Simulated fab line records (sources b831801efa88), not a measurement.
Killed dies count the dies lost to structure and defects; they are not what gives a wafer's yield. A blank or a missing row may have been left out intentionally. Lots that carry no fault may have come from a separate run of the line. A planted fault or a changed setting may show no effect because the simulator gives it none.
One fault seen from 2 desks | flow sky130 | every desk sees just its own numbers, and what lay behind them comes last

== THE METROLOGY DESK ==
What the gauges read for every lot (on any tool): the sampled wafers with a number, averaged. Marked OUT: a lot whose mean sits more than 4 standard deviations from the usual mean, which makes it out of limits; the brackets give that distance.
Columns: A = FIELD_ISO_OXIDATION_01_THK at SKY_FIELD_ISO_THK_MEAS_23, usual 9.95 nm; B = PWDE_RS at SKY_NWELL_RS_MEAS_31, usual 5277 ohm/sq; C = VT_ADJUST_LVTN_2_TW at SKY_VT_ADJUST_LVTN_TW_MEAS_21, usual 189.6; D = VT_ADJUST_NCORE_TW at SKY_VT_ADJUST_NCORE_TW_MEAS_11, usual 219.1
lot  | first seen here | A     | B    | C     | D
L936 | day 2 11:17     | 9.93  | 5285 | 191.7 | 220.4
L937 | day 2 15:11     | 9.90  | 5281 | 190.0 | 220.7
L938 | day 2 19:26     | 9.95  | 5274 | 192.2 | 222.0
L939 | day 2 22:57     | 10.00 | 5279 | 188.5 | 216.1
L940 | day 3 03:46     | 10.36 | 5295 | 188.7 | 221.4
L944 | day 4 02:29     | 10.03 | 5289 | 184.9 | 215.1
L945 | day 4 06:01     | 10.11 | 5282 | 190.5 | 30.3 (-70) OUT
L951 | day 5 13:47     | 9.83  | 5283 | 188.6 | 215.6
L952 | day 5 18:11     | 10.06 | 5242 | 189.7 | 220.7
L953 | day 6 00:56     | 9.56  | 5280 | 190.9 | 221.8
L954 | day 6 05:10     | 9.83  | 5285 | 192.1 | 222.9
L957 | day 6 21:26     | 9.90  | 5272 | 191.2 | 216.2
L958 | day 7 02:08     | 9.81  | 5294 | 189.7 | 215.5
This desk's result: L945 out of limits, first on L945 (VT_ADJUST_NCORE_TW at SKY_VT_ADJUST_NCORE_TW_MEAS_11), day 11 06:48. L936, L937, L938, L939, L940, L944, L951, L952, L953, L954, L957, L958: within limits.

== FOR THE TOOL OWNER'S DESK: plasma_asher-01 ==
The tool's own readings at SKY_VT_ADJUST_LVTN_STRIP_20 (strips in O2/N2): means of the sampled wafers that have a number, for each lot that ran on this tool. Marked OUT: a lot whose mean sits more than 4 standard deviations from the usual mean, which makes it out of limits; the brackets give that distance.
Columns: A = drypump_motor_current_A at SKY_VT_ADJUST_LVTN_STRIP_20, usual 5.7 A; B = oes_product_au at SKY_VT_ADJUST_LVTN_STRIP_20, usual 0.716 a.u.; C = strip_time_to_endpoint_s at SKY_VT_ADJUST_LVTN_STRIP_20, usual 14.17 s
lot  | first seen here | A   | B               | C
L936 | day 7 23:44     | 5.6 | 0.715           | 14.19
L939 | day 8 13:10     | 6.1 | 0.712           | 14.21
L945 | day 10 07:22    | 6.1 | 0.932 (+49) OUT | -
L953 | day 12 11:37    | 5.9 | 0.716           | 14.16
L957 | day 13 17:01    | 6.2 | 0.721           | 14.17
Finding of this desk: L945 out of limits; the first was L945 at day 10 07:22, on oes_product_au at SKY_VT_ADJUST_LVTN_STRIP_20. L936, L939, L953, L957: within limits.

== ALL TOGETHER ==
The tool owner's desk could have raised an alarm at day 10 07:22, on L945.
The metrology desk could have raised an alarm at day 11 06:48, on L945.
All the named lots went through SKY_VT_ADJUST_LVTN_STRIP_20 on plasma_asher-01.

== WHAT THE SIMULATOR HAD INSERTED ==
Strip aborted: plasma_asher-01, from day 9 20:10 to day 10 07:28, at SKY_VT_ADJUST_LVTN_STRIP_20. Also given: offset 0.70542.
Lots struck among those shown: L945.
Counting hours from when the fault started, the first reading out of limits came at 11 for the tool owner's desk and at 35 for the metrology desk.
